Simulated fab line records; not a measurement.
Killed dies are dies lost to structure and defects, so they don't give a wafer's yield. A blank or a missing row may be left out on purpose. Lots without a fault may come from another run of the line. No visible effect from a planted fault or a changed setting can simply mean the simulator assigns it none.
Struck lot and sound lot, side by side    flow gf180mcu    27 out of 602 route steps
Sound: these wafers, L285.2, L285.4, L285.6. Wafers L291.2, L291.5, L291.6 were the ones struck. The cause is named last.
Each step with rows lists, per side, the tool, then ch with its chambers, then its first start. Under that, the readings that differ: sound wafers    struck wafers    difference of the means    sigmas: that difference in standard deviations of wafers without a fault.
alike: words and numbers the same on both sides, and readings whose means are apart by under 2 such deviations; not compared: readings that were withheld, readings missing a value for some wafer, numbers with overlapping values and no deviation given by the record, and bounds like >300 which may hide the same value.
The two part at a step that has a row with sigmas, a row that says differs or no value, or rows on one side only. Numbers that have no deviation but don't overlap get no sigmas and don't part them. A reading missing from all wafers of one side parts the sides only when that side holds two or more wafers.

GF_NWELL_STRIP_10: strips in O2/N2.
  sound on plasmaAsher-04 ch 0,1, day 4 07:52; struck on plasmaAsher-03 ch 0,1, day 5 18:01
reading                   sound              struck             difference  sigmas
stripTimeToEndpointS (s)  36.82 36.85 36.86  37.16 37.09 37.04  +0.25       +2
  alike: chamberPressureMTorr, drypumpMotorCurrentA, heaterPowerW, oesProductAu
  not compared: rfHoursCounterH
GF_NWELL_TW_MEAS_11:
  sound: filmMetro-04 at day 4 07:58; struck: filmMetro-01 at day 5 18:07
  alike: NWELL_TW
then, 7 steps without rows for these wafers: GF_LVPWELL_DEHYDRATE_00 (time 60 s); GF_LVPWELL_HMDS_01 (prime time 60 s); GF_LVPWELL_COAT_02 (resist thk 3000 nm); GF_LVPWELL_SOFTBAKE_03; GF_LVPWELL_EXPOSE_04 (exposes mask LVPWELL, target cd 600 nm); GF_LVPWELL_PEB_05; GF_LVPWELL_DEVELOP_06 (develop time 60 s).
GF_LVPWELL_OVL_MEAS_07:
  sound: overlay-01 at day 4 21:52; struck: overlay-01 at day 6 09:22
  alike: LVPWELL_OVL
then, 2 steps without rows for these wafers: GF_LVPWELL_IMPLANT_08; GF_LVPWELL_IMPLANT_09.
GF_LVPWELL_STRIP_10: strips in O2/N2.
  sound on plasmaAsher-02 ch 0,1, day 4 22:11; struck on plasmaAsher-02 ch 0,1, day 6 09:41
  no value came back on the struck wafers for any of 5 readings (chamberPressureMTorr (mTorr), drypumpMotorCurrentA (A) and others); on the sound wafers chamberPressureMTorr (mTorr) reads 1500.7 1499.8 1498.8
reading                                   sound  struck          difference  sigmas
model.coat_of_LVPWELL_COAT_02.thkNm (nm)  0 0 0  2977 2973 2975  +2975       
  not compared: rfHoursCounterH
GF_LVPWELL_TW_MEAS_11:
  sound: filmMetro-04 at day 4 22:18; struck: filmMetro-03 at day 6 09:48
  alike: LVPWELL_TW
then, 7 steps without rows for these wafers: GF_MVSD_DEHYDRATE_00 (time 60 s); GF_MVSD_HMDS_01 (prime time 60 s); GF_MVSD_COAT_02 (resist thk 3000 nm); GF_MVSD_SOFTBAKE_03; GF_MVSD_EXPOSE_04 (exposes mask MVSD, target cd 1000 nm); GF_MVSD_PEB_05; GF_MVSD_DEVELOP_06 (develop time 60 s).
GF_MVSD_OVL_MEAS_07:
  sound: overlay-02 at day 5 12:07; struck: overlay-02 at day 7 00:40
  alike: MVSD_OVL
then, 2 steps without rows for these wafers: GF_MVSD_IMPLANT_08; GF_MVSD_IMPLANT_09.
GF_MVSD_STRIP_10: strips in O2/N2.
  sound on plasmaAsher-01 ch 0, day 5 12:26; struck on plasmaAsher-03 ch 0,1, day 7 00:59
reading                   sound              struck             difference  sigmas
drypumpMotorCurrentA (A)  5.2 5.2 5.2        6.3 5.7 6.3        +0.9        +2
oesProductAu (a.u.)       0.722 0.719 0.731  0.743 0.743 0.737  +0.017      +4
stripTimeToEndpointS (s)  36.78 36.75 36.80  81.23 81.13 81.15  +44.39      +99 or more
  alike: chamberPressureMTorr, heaterPowerW
  not compared: rfHoursCounterH
GF_MVSD_TW_MEAS_11:
  sound: filmMetro-03 at day 5 12:33; struck: filmMetro-03 at day 7 01:08
reading  sound           struck    difference  sigmas
MVSD_TW  1578 1572 1577  30 30 30  -1546       -99 or more
then, 1 step without rows for these wafers: GF_MVPSD_DEHYDRATE_00 (time 60 s).

## WHERE THEY PART
At GF_NWELL_STRIP_10 first; at GF_MVSD_TW_MEAS_11 last (within this record only).

WHY: what had been put in by the simulator
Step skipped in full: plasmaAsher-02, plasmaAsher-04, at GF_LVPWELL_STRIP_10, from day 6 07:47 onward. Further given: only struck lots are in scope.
